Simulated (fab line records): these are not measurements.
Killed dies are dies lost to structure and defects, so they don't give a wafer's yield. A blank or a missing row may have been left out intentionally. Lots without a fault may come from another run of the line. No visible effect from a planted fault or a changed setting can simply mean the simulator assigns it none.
fab line records / flow gf180mcu
record: lots: 14 wafers: 42 lastDay: 34
route steps=602 shown DNWELL@41 VT_IMPLANT@109 HV_LDD@199 M1@318
lots that met no fault: from a run of the same line without faults
startH: the number of hours between the record's first day and the start of the first shown wafer of the lot / waitH: hours since the lot's step before / " repeats the value in the row above / L1.1+2: several wafers, shown together as one row / - no value, or no start given / * or withheld: withheld / < > ~ a bound
route shown NAME@n: a module of which the file shows steps, and the number in the route of the first / usual: the fault-free wafers' mean and standard deviation / same: alike in all rows / chamber/n: place in a boat / sites: the reading at each site / _std_site: their standard deviation / _edge_site: outer sites' mean less inner sites' / radiusMm: for every site, how far away it sits from the centre of the wafer / mask NAME#n: copy n / behind: the tool/chamber that last shaped the wafer / hold: cause of the lot's hold/its duration in hours/its outcome / device: the n, p or np transistor that did not switch / end of line: the route-end tests of the same wafers / a step without rows: its recipe alone / killed: the dies lost at the first sort to structure and to defects; this is not the yield of the wafer / map: shows each die of a wafer: x if killed, . if not, _ if none is there
set.NAME: the setting that was run; set.NAME@STEP: the one run at that earlier step / model.NAME: the simulator's own value behind a step, which no gauge read
one table for each step of the route and one row for each wafer, over a sample of lots
services: from which hour (startH, from the record's first day; less than 0 if before it) a tool's chamber was out of use, for how many hours, and why
== steps ==
step: GF_DNWELL_TW_MEAS_09
usual: DNWELL_TW: 1360/24
lot.wafer=L810.1 tool=filmMetro-04 chamber=- startH=42.86 waitH=0.1 DNWELL_TW=1384
lot.wafer=L810.3 tool=filmMetro-04 chamber=- startH=42.86 waitH=0.1 DNWELL_TW=1374
lot.wafer=L810.4 tool=filmMetro-04 chamber=- startH=42.86 waitH=0.1 DNWELL_TW=1384
lot.wafer=L812.1 tool=filmMetro-03 chamber=- startH=54.31 waitH=0.1 DNWELL_TW=1391
lot.wafer=L812.3 tool=filmMetro-03 chamber=- startH=54.31 waitH=0.1 DNWELL_TW=1389
lot.wafer=L812.6 tool=filmMetro-03 chamber=- startH=54.31 waitH=0.1 DNWELL_TW=1393
lot.wafer=L813.1 tool=filmMetro-03 chamber=- startH=58.18 waitH=0.1 DNWELL_TW=1378
lot.wafer=L813.2 tool=filmMetro-03 chamber=- startH=58.18 waitH=0.1 DNWELL_TW=1384
lot.wafer=L813.4 tool=filmMetro-03 chamber=- startH=58.18 waitH=0.1 DNWELL_TW=1381
lot.wafer=L814.1 tool=filmMetro-03 chamber=- startH=63.11 waitH=0.1 DNWELL_TW=1382
lot.wafer=L814.3 tool=filmMetro-03 chamber=- startH=63.11 waitH=0.1 DNWELL_TW=1380
lot.wafer=L814.4 tool=filmMetro-03 chamber=- startH=63.11 waitH=0.1 DNWELL_TW=1387
lot.wafer=L815.2 tool=filmMetro-02 chamber=- startH=70.28 waitH=0.1 DNWELL_TW=1333
lot.wafer=L815.4 tool=filmMetro-02 chamber=- startH=70.28 waitH=0.1 DNWELL_TW=1341
lot.wafer=L815.6 tool=filmMetro-02 chamber=- startH=70.28 waitH=0.1 DNWELL_TW=1340
lot.wafer=L816.1 tool=filmMetro-04 chamber=- startH=75.46 waitH=0.1 DNWELL_TW=1382
lot.wafer=L816.2 tool=filmMetro-04 chamber=- startH=75.46 waitH=0.1 DNWELL_TW=1384
lot.wafer=L816.5 tool=filmMetro-04 chamber=- startH=75.46 waitH=0.1 DNWELL_TW=1392
lot.wafer=L817.2 tool=filmMetro-04 chamber=- startH=81.98 waitH=0.1 DNWELL_TW=1390
lot.wafer=L817.3 tool=filmMetro-04 chamber=- startH=81.98 waitH=0.1 DNWELL_TW=1378
lot.wafer=L817.4 tool=filmMetro-04 chamber=- startH=81.98 waitH=0.1 DNWELL_TW=1389
lot.wafer=L818.1 tool=filmMetro-02 chamber=- startH=89.31 waitH=0.1 DNWELL_TW=1332
lot.wafer=L818.3 tool=filmMetro-02 chamber=- startH=89.31 waitH=0.1 DNWELL_TW=1333
lot.wafer=L818.5 tool=filmMetro-02 chamber=- startH=89.31 waitH=0.1 DNWELL_TW=1345
lot.wafer=L820.1 tool=filmMetro-02 chamber=- startH=99.61 waitH=0.1 DNWELL_TW=1344
lot.wafer=L820.4 tool=filmMetro-02 chamber=- startH=99.61 waitH=0.1 DNWELL_TW=1343
lot.wafer=L820.5 tool=filmMetro-02 chamber=- startH=99.61 waitH=0.1 DNWELL_TW=1346
lot.wafer=L823.1 tool=filmMetro-02 chamber=- startH=112.11 waitH=0.1 DNWELL_TW=1345
lot.wafer=L823.4 tool=filmMetro-02 chamber=- startH=112.11 waitH=0.1 DNWELL_TW=1332
lot.wafer=L823.5 tool=filmMetro-02 chamber=- startH=112.11 waitH=0.1 DNWELL_TW=1344
lot.wafer=L824.1 tool=filmMetro-02 chamber=- startH=116.21 waitH=0.1 DNWELL_TW=1334
lot.wafer=L824.3 tool=filmMetro-02 chamber=- startH=116.21 waitH=0.1 DNWELL_TW=1330
lot.wafer=L824.5 tool=filmMetro-02 chamber=- startH=116.21 waitH=0.1 DNWELL_TW=1329
lot.wafer=L825.3 tool=filmMetro-02 chamber=- startH=122.08 waitH=0.1 DNWELL_TW=1334
lot.wafer=L825.5 tool=filmMetro-02 chamber=- startH=122.08 waitH=0.1 DNWELL_TW=1337
lot.wafer=L825.6 tool=filmMetro-02 chamber=- startH=122.08 waitH=0.1 DNWELL_TW=1339
lot.wafer=L830.1 tool=filmMetro-03 chamber=- startH=148.96 waitH=0.1 DNWELL_TW=1373
lot.wafer=L830.4 tool=filmMetro-03 chamber=- startH=148.96 waitH=0.1 DNWELL_TW=1378
lot.wafer=L830.6 tool=filmMetro-03 chamber=- startH=148.96 waitH=0.1 DNWELL_TW=1377
lot.wafer=L831.1 tool=filmMetro-04 chamber=- startH=155.06 waitH=0.1 DNWELL_TW=1385
lot.wafer=L831.2 tool=filmMetro-04 chamber=- startH=155.06 waitH=0.1 DNWELL_TW=1395
lot.wafer=L831.6 tool=filmMetro-04 chamber=- startH=155.06 waitH=0.1 DNWELL_TW=1381
step: GF_VT_IMPLANT_IMPLANT_19
recipe: species: As energyKev: 100 doseCm2: 4.35e+12 tiltDeg: 7
usual: tiltDeg: 6.998/0.02
same: implantIonAmu: 75
lot.wafer=L810.1 tool=implanter-02 chamber=0 startH=123.07 waitH=0.0 tiltDeg=6.961
lot.wafer=L810.3 tool=implanter-02 chamber=0 startH=123.07 waitH=0.0 tiltDeg=6.960
lot.wafer=L810.4 tool=implanter-02 chamber=0 startH=123.07 waitH=0.0 tiltDeg=6.971
lot.wafer=L812.1 tool=implanter-02 chamber=0 startH=138.75 waitH=0.0 tiltDeg=7.000
lot.wafer=L812.3 tool=implanter-02 chamber=0 startH=138.75 waitH=0.0 tiltDeg=7.019
lot.wafer=L812.6 tool=implanter-02 chamber=0 startH=138.75 waitH=0.0 tiltDeg=7.007
lot.wafer=L813.1 tool=implanter-02 chamber=0 startH=143.05 waitH=0.0 tiltDeg=6.988
lot.wafer=L813.2 tool=implanter-02 chamber=0 startH=143.05 waitH=0.0 tiltDeg=7.001
lot.wafer=L813.4 tool=implanter-02 chamber=0 startH=143.05 waitH=0.0 tiltDeg=7.009
lot.wafer=L814.1 tool=implanter-01 chamber=0 startH=148.90 waitH=0.0 tiltDeg=6.984
lot.wafer=L814.3 tool=implanter-01 chamber=0 startH=148.90 waitH=0.0 tiltDeg=7.001
lot.wafer=L814.4 tool=implanter-01 chamber=0 startH=148.90 waitH=0.0 tiltDeg=6.979
lot.wafer=L815.2 tool=implanter-04 chamber=0 startH=156.33 waitH=0.0 tiltDeg=6.971
lot.wafer=L815.4 tool=implanter-04 chamber=0 startH=156.33 waitH=0.0 tiltDeg=6.993
lot.wafer=L815.6 tool=implanter-04 chamber=0 startH=156.33 waitH=0.0 tiltDeg=7.006
lot.wafer=L816.1 tool=implanter-01 chamber=0 startH=164.35 waitH=0.0 tiltDeg=7.003
lot.wafer=L816.2 tool=implanter-01 chamber=0 startH=164.35 waitH=0.0 tiltDeg=6.999
lot.wafer=L816.5 tool=implanter-01 chamber=0 startH=164.35 waitH=0.0 tiltDeg=6.986
lot.wafer=L817.2 tool=implanter-04 chamber=0 startH=171.13 waitH=0.0 tiltDeg=7.014
lot.wafer=L817.3 tool=implanter-04 chamber=0 startH=171.13 waitH=0.0 tiltDeg=6.968
lot.wafer=L817.4 tool=implanter-04 chamber=0 startH=171.13 waitH=0.0 tiltDeg=6.976
lot.wafer=L818.1 tool=implanter-04 chamber=0 startH=180.80 waitH=0.0 tiltDeg=6.987
lot.wafer=L818.3 tool=implanter-04 chamber=0 startH=180.80 waitH=0.0 tiltDeg=7.009
lot.wafer=L818.5 tool=implanter-04 chamber=0 startH=180.80 waitH=0.0 tiltDeg=7.005
lot.wafer=L820.1 tool=implanter-02 chamber=0 startH=191.86 waitH=0.0 tiltDeg=6.997
lot.wafer=L820.4 tool=implanter-02 chamber=0 startH=191.86 waitH=0.0 tiltDeg=7.017
lot.wafer=L820.5 tool=implanter-02 chamber=0 startH=191.86 waitH=0.0 tiltDeg=6.981
lot.wafer=L823.1 tool=implanter-02 chamber=0 startH=208.31 waitH=0.0 tiltDeg=-0.036
lot.wafer=L823.4 tool=implanter-02 chamber=0 startH=208.31 waitH=0.0 tiltDeg=-0.030
lot.wafer=L823.5 tool=implanter-02 chamber=0 startH=208.31 waitH=0.0 tiltDeg=-0.027
lot.wafer=L824.1 tool=implanter-01 chamber=0 startH=213.20 waitH=0.0 tiltDeg=7.004
lot.wafer=L824.3 tool=implanter-01 chamber=0 startH=213.20 waitH=0.0 tiltDeg=7.027
lot.wafer=L824.5 tool=implanter-01 chamber=0 startH=213.20 waitH=0.0 tiltDeg=7.027
lot.wafer=L825.3 tool=implanter-02 chamber=0 startH=219.25 waitH=0.1 tiltDeg=0.013
lot.wafer=L825.5 tool=implanter-02 chamber=0 startH=219.25 waitH=0.1 tiltDeg=0.036
lot.wafer=L825.6 tool=implanter-02 chamber=0 startH=219.25 waitH=0.1 tiltDeg=0.030
lot.wafer=L830.1 tool=implanter-01 chamber=0 startH=253.91 waitH=0.0 tiltDeg=6.982
lot.wafer=L830.4 tool=implanter-01 chamber=0 startH=253.91 waitH=0.0 tiltDeg=7.027
lot.wafer=L830.6 tool=implanter-01 chamber=0 startH=253.91 waitH=0.0 tiltDeg=6.965
lot.wafer=L831.1 tool=implanter-01 chamber=0 startH=260.70 waitH=0.0 tiltDeg=7.012
lot.wafer=L831.2 tool=implanter-01 chamber=0 startH=260.70 waitH=0.0 tiltDeg=7.002
lot.wafer=L831.6 tool=implanter-01 chamber=0 startH=260.70 waitH=0.0 tiltDeg=6.995
step: GF_VT_IMPLANT_TW_MEAS_21
usual: VT_IMPLANT_2_TW: 1221/19
lot.wafer=L810.1 tool=filmMetro-02 chamber=- startH=123.32 waitH=0.1 VT_IMPLANT_2_TW=1197
lot.wafer=L810.3 tool=filmMetro-02 chamber=- startH=123.32 waitH=0.1 VT_IMPLANT_2_TW=1204
lot.wafer=L810.4 tool=filmMetro-02 chamber=- startH=123.32 waitH=0.1 VT_IMPLANT_2_TW=1205
lot.wafer=L812.1 tool=filmMetro-01 chamber=- startH=139.00 waitH=0.1 VT_IMPLANT_2_TW=1221
lot.wafer=L812.3 tool=filmMetro-01 chamber=- startH=139.00 waitH=0.1 VT_IMPLANT_2_TW=1226
lot.wafer=L812.6 tool=filmMetro-01 chamber=- startH=139.00 waitH=0.1 VT_IMPLANT_2_TW=1219
lot.wafer=L813.1 tool=filmMetro-03 chamber=- startH=143.30 waitH=0.1 VT_IMPLANT_2_TW=1232
lot.wafer=L813.2 tool=filmMetro-03 chamber=- startH=143.30 waitH=0.1 VT_IMPLANT_2_TW=1251
lot.wafer=L813.4 tool=filmMetro-03 chamber=- startH=143.30 waitH=0.1 VT_IMPLANT_2_TW=1239
lot.wafer=L814.1 tool=filmMetro-02 chamber=- startH=149.15 waitH=0.1 VT_IMPLANT_2_TW=1195
lot.wafer=L814.3 tool=filmMetro-02 chamber=- startH=149.15 waitH=0.1 VT_IMPLANT_2_TW=1198
lot.wafer=L814.4 tool=filmMetro-02 chamber=- startH=149.15 waitH=0.1 VT_IMPLANT_2_TW=1198
lot.wafer=L815.2 tool=filmMetro-03 chamber=- startH=156.56 waitH=0.1 VT_IMPLANT_2_TW=1233
lot.wafer=L815.4 tool=filmMetro-03 chamber=- startH=156.56 waitH=0.1 VT_IMPLANT_2_TW=1231
lot.wafer=L815.6 tool=filmMetro-03 chamber=- startH=156.56 waitH=0.1 VT_IMPLANT_2_TW=1235
lot.wafer=L816.1 tool=filmMetro-02 chamber=- startH=164.60 waitH=0.1 VT_IMPLANT_2_TW=1189
lot.wafer=L816.2 tool=filmMetro-02 chamber=- startH=164.60 waitH=0.1 VT_IMPLANT_2_TW=1199
lot.wafer=L816.5 tool=filmMetro-02 chamber=- startH=164.60 waitH=0.1 VT_IMPLANT_2_TW=1191
lot.wafer=L817.2 tool=filmMetro-03 chamber=- startH=171.36 waitH=0.1 VT_IMPLANT_2_TW=1239
lot.wafer=L817.3 tool=filmMetro-03 chamber=- startH=171.36 waitH=0.1 VT_IMPLANT_2_TW=1242
lot.wafer=L817.4 tool=filmMetro-03 chamber=- startH=171.36 waitH=0.1 VT_IMPLANT_2_TW=1242
lot.wafer=L818.1 tool=filmMetro-03 chamber=- startH=181.05 waitH=0.1 VT_IMPLANT_2_TW=1237
lot.wafer=L818.3 tool=filmMetro-03 chamber=- startH=181.05 waitH=0.1 VT_IMPLANT_2_TW=1242
lot.wafer=L818.5 tool=filmMetro-03 chamber=- startH=181.05 waitH=0.1 VT_IMPLANT_2_TW=1239
lot.wafer=L820.1 tool=filmMetro-02 chamber=- startH=192.11 waitH=0.1 VT_IMPLANT_2_TW=1199
lot.wafer=L820.4 tool=filmMetro-02 chamber=- startH=192.11 waitH=0.1 VT_IMPLANT_2_TW=1195
lot.wafer=L820.5 tool=filmMetro-02 chamber=- startH=192.11 waitH=0.1 VT_IMPLANT_2_TW=1200
lot.wafer=L823.1 tool=filmMetro-03 chamber=- startH=208.56 waitH=0.1 VT_IMPLANT_2_TW=1105
lot.wafer=L823.4 tool=filmMetro-03 chamber=- startH=208.56 waitH=0.1 VT_IMPLANT_2_TW=1107
lot.wafer=L823.5 tool=filmMetro-03 chamber=- startH=208.56 waitH=0.1 VT_IMPLANT_2_TW=1107
lot.wafer=L824.1 tool=filmMetro-03 chamber=- startH=213.45 waitH=0.1 VT_IMPLANT_2_TW=1245
lot.wafer=L824.3 tool=filmMetro-03 chamber=- startH=213.45 waitH=0.1 VT_IMPLANT_2_TW=1235
lot.wafer=L824.5 tool=filmMetro-03 chamber=- startH=213.45 waitH=0.1 VT_IMPLANT_2_TW=1239
lot.wafer=L825.3 tool=filmMetro-03 chamber=- startH=219.47 waitH=0.1 VT_IMPLANT_2_TW=1112
lot.wafer=L825.5 tool=filmMetro-03 chamber=- startH=219.47 waitH=0.1 VT_IMPLANT_2_TW=1101
lot.wafer=L825.6 tool=filmMetro-03 chamber=- startH=219.47 waitH=0.1 VT_IMPLANT_2_TW=1106
lot.wafer=L830.1 tool=filmMetro-02 chamber=- startH=254.16 waitH=0.1 VT_IMPLANT_2_TW=1194
lot.wafer=L830.4 tool=filmMetro-02 chamber=- startH=254.16 waitH=0.1 VT_IMPLANT_2_TW=1196
lot.wafer=L830.6 tool=filmMetro-02 chamber=- startH=254.16 waitH=0.1 VT_IMPLANT_2_TW=1195
lot.wafer=L831.1 tool=filmMetro-02 chamber=- startH=260.95 waitH=0.1 VT_IMPLANT_2_TW=1196
lot.wafer=L831.2 tool=filmMetro-02 chamber=- startH=260.95 waitH=0.1 VT_IMPLANT_2_TW=1201
lot.wafer=L831.6 tool=filmMetro-02 chamber=- startH=260.95 waitH=0.1 VT_IMPLANT_2_TW=1193
step: GF_HV_LDD_TW_MEAS_23
usual: HV_LDD_2_TW: 1075/9
lot.wafer=L810.1 tool=filmMetro-01 chamber=- startH=230.97 waitH=0.1 HV_LDD_2_TW=1062
lot.wafer=L810.3 tool=filmMetro-01 chamber=- startH=230.97 waitH=0.1 HV_LDD_2_TW=1063
lot.wafer=L810.4 tool=filmMetro-01 chamber=- startH=230.97 waitH=0.1 HV_LDD_2_TW=1057
lot.wafer=L812.1 tool=filmMetro-04 chamber=- startH=249.32 waitH=0.1 HV_LDD_2_TW=1084
lot.wafer=L812.3 tool=filmMetro-04 chamber=- startH=249.32 waitH=0.1 HV_LDD_2_TW=1081
lot.wafer=L812.6 tool=filmMetro-04 chamber=- startH=249.32 waitH=0.1 HV_LDD_2_TW=1087
lot.wafer=L813.1 tool=filmMetro-01 chamber=- startH=255.82 waitH=0.1 HV_LDD_2_TW=1060
lot.wafer=L813.2 tool=filmMetro-01 chamber=- startH=255.82 waitH=0.1 HV_LDD_2_TW=1065
lot.wafer=L813.4 tool=filmMetro-01 chamber=- startH=255.82 waitH=0.1 HV_LDD_2_TW=1065
lot.wafer=L814.1 tool=filmMetro-03 chamber=- startH=261.97 waitH=0.1 HV_LDD_2_TW=1076
lot.wafer=L814.3 tool=filmMetro-03 chamber=- startH=261.97 waitH=0.1 HV_LDD_2_TW=1075
lot.wafer=L814.4 tool=filmMetro-03 chamber=- startH=261.97 waitH=0.1 HV_LDD_2_TW=1073
lot.wafer=L815.2 tool=filmMetro-01 chamber=- startH=272.93 waitH=0.1 HV_LDD_2_TW=1058
lot.wafer=L815.4 tool=filmMetro-01 chamber=- startH=272.93 waitH=0.1 HV_LDD_2_TW=1053
lot.wafer=L815.6 tool=filmMetro-01 chamber=- startH=272.93 waitH=0.1 HV_LDD_2_TW=1061
lot.wafer=L816.1 tool=filmMetro-04 chamber=- startH=282.17 waitH=0.1 HV_LDD_2_TW=1079
lot.wafer=L816.2 tool=filmMetro-04 chamber=- startH=282.17 waitH=0.1 HV_LDD_2_TW=1073
lot.wafer=L816.5 tool=filmMetro-04 chamber=- startH=282.17 waitH=0.1 HV_LDD_2_TW=1076
lot.wafer=L817.2 tool=filmMetro-03 chamber=- startH=288.78 waitH=0.1 HV_LDD_2_TW=1073
lot.wafer=L817.3 tool=filmMetro-03 chamber=- startH=288.78 waitH=0.1 HV_LDD_2_TW=1069
lot.wafer=L817.4 tool=filmMetro-03 chamber=- startH=288.78 waitH=0.1 HV_LDD_2_TW=1070
lot.wafer=L818.1 tool=filmMetro-04 chamber=- startH=299.07 waitH=0.1 HV_LDD_2_TW=1081
lot.wafer=L818.3 tool=filmMetro-04 chamber=- startH=299.07 waitH=0.1 HV_LDD_2_TW=1083
lot.wafer=L818.5 tool=filmMetro-04 chamber=- startH=299.07 waitH=0.1 HV_LDD_2_TW=1080
lot.wafer=L820.1 tool=filmMetro-03 chamber=- startH=313.27 waitH=0.1 HV_LDD_2_TW=1076
lot.wafer=L820.4 tool=filmMetro-03 chamber=- startH=313.27 waitH=0.1 HV_LDD_2_TW=1075
lot.wafer=L820.5 tool=filmMetro-03 chamber=- startH=313.27 waitH=0.1 HV_LDD_2_TW=1075
lot.wafer=L823.1 tool=filmMetro-03 chamber=- startH=333.82 waitH=0.1 HV_LDD_2_TW=1073
lot.wafer=L823.4 tool=filmMetro-03 chamber=- startH=333.82 waitH=0.1 HV_LDD_2_TW=1070
lot.wafer=L823.5 tool=filmMetro-03 chamber=- startH=333.82 waitH=0.1 HV_LDD_2_TW=1082
lot.wafer=L824.1 tool=filmMetro-04 chamber=- startH=340.32 waitH=0.1 HV_LDD_2_TW=1085
lot.wafer=L824.3 tool=filmMetro-04 chamber=- startH=340.32 waitH=0.1 HV_LDD_2_TW=1089
lot.wafer=L824.5 tool=filmMetro-04 chamber=- startH=340.32 waitH=0.1 HV_LDD_2_TW=1091
lot.wafer=L825.3 tool=filmMetro-04 chamber=- startH=344.34 waitH=0.1 HV_LDD_2_TW=1089
lot.wafer=L825.5 tool=filmMetro-04 chamber=- startH=344.34 waitH=0.1 HV_LDD_2_TW=1093
lot.wafer=L825.6 tool=filmMetro-04 chamber=- startH=344.34 waitH=0.1 HV_LDD_2_TW=1085
lot.wafer=L830.1 tool=filmMetro-04 chamber=- startH=388.42 waitH=0.1 HV_LDD_2_TW=1088
lot.wafer=L830.4 tool=filmMetro-04 chamber=- startH=388.42 waitH=0.1 HV_LDD_2_TW=1082
lot.wafer=L830.6 tool=filmMetro-04 chamber=- startH=388.42 waitH=0.1 HV_LDD_2_TW=1086
lot.wafer=L831.1 tool=filmMetro-04 chamber=- startH=398.06 waitH=0.1 HV_LDD_2_TW=1082
lot.wafer=L831.2 tool=filmMetro-04 chamber=- startH=398.06 waitH=0.1 HV_LDD_2_TW=1082
lot.wafer=L831.6 tool=filmMetro-04 chamber=- startH=398.06 waitH=0.1 HV_LDD_2_TW=1081
step: GF_M1_SPUTTER_03
recipe: material: Ti targetThkNm: 10 substrateTempC: 300 chamberPressurePa: 0.3 powerW: 3000 timeS: 6.7
usual: throttleValvePct: 30.2/1.2
lot.wafer=L810.1 tool=pvdSputter-03 chamber=- startH=357.28 waitH=0.0 throttleValvePct=30.1
lot.wafer=L810.3 tool=pvdSputter-03 chamber=- startH=357.28 waitH=0.0 throttleValvePct=29.9
lot.wafer=L810.4 tool=pvdSputter-03 chamber=- startH=357.28 waitH=0.0 throttleValvePct=31.6
lot.wafer=L812.1 tool=pvdSputter-03 chamber=- startH=377.67 waitH=0.0 throttleValvePct=29.9
lot.wafer=L812.3 tool=pvdSputter-03 chamber=- startH=377.67 waitH=0.0 throttleValvePct=31.2
lot.wafer=L812.6 tool=pvdSputter-03 chamber=- startH=377.67 waitH=0.0 throttleValvePct=30.6
lot.wafer=L813.1 tool=pvdSputter-01 chamber=- startH=387.22 waitH=0.0 throttleValvePct=28.8
lot.wafer=L813.2 tool=pvdSputter-01 chamber=- startH=387.22 waitH=0.0 throttleValvePct=30.7
lot.wafer=L813.4 tool=pvdSputter-01 chamber=- startH=387.22 waitH=0.0 throttleValvePct=31.7
lot.wafer=L814.1 tool=pvdSputter-01 chamber=- startH=392.82 waitH=0.0 throttleValvePct=31.3
lot.wafer=L814.3 tool=pvdSputter-01 chamber=- startH=392.82 waitH=0.0 throttleValvePct=31.1
lot.wafer=L814.4 tool=pvdSputter-01 chamber=- startH=392.82 waitH=0.0 throttleValvePct=28.6
lot.wafer=L815.2 tool=pvdSputter-03 chamber=- startH=408.57 waitH=0.0 throttleValvePct=30.1
lot.wafer=L815.4 tool=pvdSputter-03 chamber=- startH=408.57 waitH=0.0 throttleValvePct=29.9
lot.wafer=L815.6 tool=pvdSputter-03 chamber=- startH=408.57 waitH=0.0 throttleValvePct=30.0
lot.wafer=L816.1 tool=pvdSputter-01 chamber=- startH=419.59 waitH=0.0 throttleValvePct=30.9
lot.wafer=L816.2 tool=pvdSputter-01 chamber=- startH=419.59 waitH=0.0 throttleValvePct=28.6
lot.wafer=L816.5 tool=pvdSputter-01 chamber=- startH=419.59 waitH=0.0 throttleValvePct=29.1
lot.wafer=L817.2 tool=pvdSputter-01 chamber=- startH=425.74 waitH=0.0 throttleValvePct=28.7
lot.wafer=L817.3 tool=pvdSputter-01 chamber=- startH=425.74 waitH=0.0 throttleValvePct=31.7
lot.wafer=L817.4 tool=pvdSputter-01 chamber=- startH=425.74 waitH=0.0 throttleValvePct=29.3
lot.wafer=L818.1 tool=pvdSputter-03 chamber=- startH=439.16 waitH=0.0 throttleValvePct=30.2
lot.wafer=L818.3 tool=pvdSputter-03 chamber=- startH=439.16 waitH=0.0 throttleValvePct=31.8
lot.wafer=L818.5 tool=pvdSputter-03 chamber=- startH=439.16 waitH=0.0 throttleValvePct=30.1
lot.wafer=L820.1 tool=pvdSputter-04 chamber=- startH=458.33 waitH=0.0 throttleValvePct=29.9
lot.wafer=L820.4 tool=pvdSputter-04 chamber=- startH=458.33 waitH=0.0 throttleValvePct=27.1
lot.wafer=L820.5 tool=pvdSputter-04 chamber=- startH=458.33 waitH=0.0 throttleValvePct=30.1
lot.wafer=L823.1 tool=pvdSputter-03 chamber=- startH=480.51 waitH=0.0 throttleValvePct=29.9
lot.wafer=L823.4 tool=pvdSputter-03 chamber=- startH=480.51 waitH=0.0 throttleValvePct=31.8
lot.wafer=L823.5 tool=pvdSputter-03 chamber=- startH=480.51 waitH=0.0 throttleValvePct=30.1
lot.wafer=L824.1 tool=pvdSputter-04 chamber=- startH=486.87 waitH=0.0 throttleValvePct=32.1
lot.wafer=L824.3 tool=pvdSputter-04 chamber=- startH=486.87 waitH=0.0 throttleValvePct=30.0
lot.wafer=L824.5 tool=pvdSputter-04 chamber=- startH=486.87 waitH=0.0 throttleValvePct=29.8
lot.wafer=L825.3 tool=pvdSputter-01 chamber=- startH=491.37 waitH=0.0 throttleValvePct=28.6
lot.wafer=L825.5 tool=pvdSputter-01 chamber=- startH=491.37 waitH=0.0 throttleValvePct=28.9
lot.wafer=L825.6 tool=pvdSputter-01 chamber=- startH=491.37 waitH=0.0 throttleValvePct=31.4
lot.wafer=L830.1 tool=pvdSputter-04 chamber=- startH=537.36 waitH=0.0 throttleValvePct=29.8
lot.wafer=L830.4 tool=pvdSputter-04 chamber=- startH=537.36 waitH=0.0 throttleValvePct=32.1
lot.wafer=L830.6 tool=pvdSputter-04 chamber=- startH=537.36 waitH=0.0 throttleValvePct=30.0
lot.wafer=L831.1 tool=pvdSputter-01 chamber=- startH=547.41 waitH=0.0 throttleValvePct=31.6
lot.wafer=L831.2 tool=pvdSputter-01 chamber=- startH=547.41 waitH=0.0 throttleValvePct=28.7
lot.wafer=L831.6 tool=pvdSputter-01 chamber=- startH=547.41 waitH=0.0 throttleValvePct=29.3
== services ==
tool=implanter-02 chamber=- startH=100.62 hours=1.1 kind=repair
tool=implanter-04 chamber=- startH=107.83 hours=2.8 kind=repair
tool=implanter-02 chamber=- startH=113.71 hours=5.1 kind=pm
tool=implanter-04 chamber=- startH=132.41 hours=3.0 kind=repair
tool=pvdSputter-04 chamber=- startH=173.12 hours=3.5 kind=repair
tool=implanter-01 chamber=- startH=177.20 hours=4.2 kind=repair
tool=implanter-02 chamber=- startH=179.81 hours=1.4 kind=repair
tool=pvdSputter-03 chamber=- startH=192.81 hours=4.3 kind=repair
tool=implanter-01 chamber=- startH=229.55 hours=5.2 kind=repair
tool=implanter-04 chamber=- startH=243.28 hours=4.6 kind=pm
tool=implanter-01 chamber=- startH=263.31 hours=2.3 kind=repair
tool=pvdSputter-03 chamber=- startH=266.22 hours=3.0 kind=repair
tool=pvdSputter-01 chamber=- startH=293.06 hours=2.3 kind=repair
tool=pvdSputter-01 chamber=- startH=319.56 hours=2.4 kind=repair
tool=implanter-02 chamber=- startH=331.56 hours=7.6 kind=repair
tool=implanter-02 chamber=- startH=403.05 hours=0.6 kind=repair
tool=implanter-01 chamber=- startH=416.91 hours=3.5 kind=pm
tool=implanter-01 chamber=- startH=420.92 hours=0.6 kind=repair
tool=implanter-02 chamber=- startH=421.89 hours=1.3 kind=repair
tool=pvdSputter-01 chamber=- startH=434.88 hours=4.9 kind=repair
tool=pvdSputter-01 chamber=- startH=473.68 hours=1.7 kind=repair
tool=implanter-01 chamber=- startH=511.32 hours=3.1 kind=repair
tool=implanter-01 chamber=- startH=514.38 hours=15.1 kind=repair
tool=implanter-01 chamber=- startH=520.96 hours=5.8 kind=repair
== key ==
firstSign: step: GF_VT_IMPLANT_IMPLANT_19 reading: tiltDeg direction: down sigmas: 99+ usual: 6.998 struck: -0.002
effect: step: GF_VT_IMPLANT_TW_MEAS_21 reading: VT_IMPLANT_2_TW direction: down sigmas: 6.1 usual: 1221 struck: 1106
metAt GF_VT_IMPLANT_IMPLANT_19
struckLots L823,L825
testerLeftOut L823,L825
notActingAt GF_DNWELL_TW_MEAS_09,GF_HV_LDD_TW_MEAS_23,GF_M1_SPUTTER_03
onsetBetween 191.86 208.31
fault: kind: processParameterDrift tool: implanter-02 chamber: - onsetH: 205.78 steps: GF_VT_IMPLANT_IMPLANT_19 channel: tiltDeg offset: -7 shape: step endH: 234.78 actsIn: theseRecipesOnly stated: 7
testerLeftOut: of these lots the tester's yield and bins aren't shown, on N5 and GAA mostly nor the transistor test; their killed dies are dies lost to structure and defects alone, not to doping, threshold or leakage, so they don't give the yield
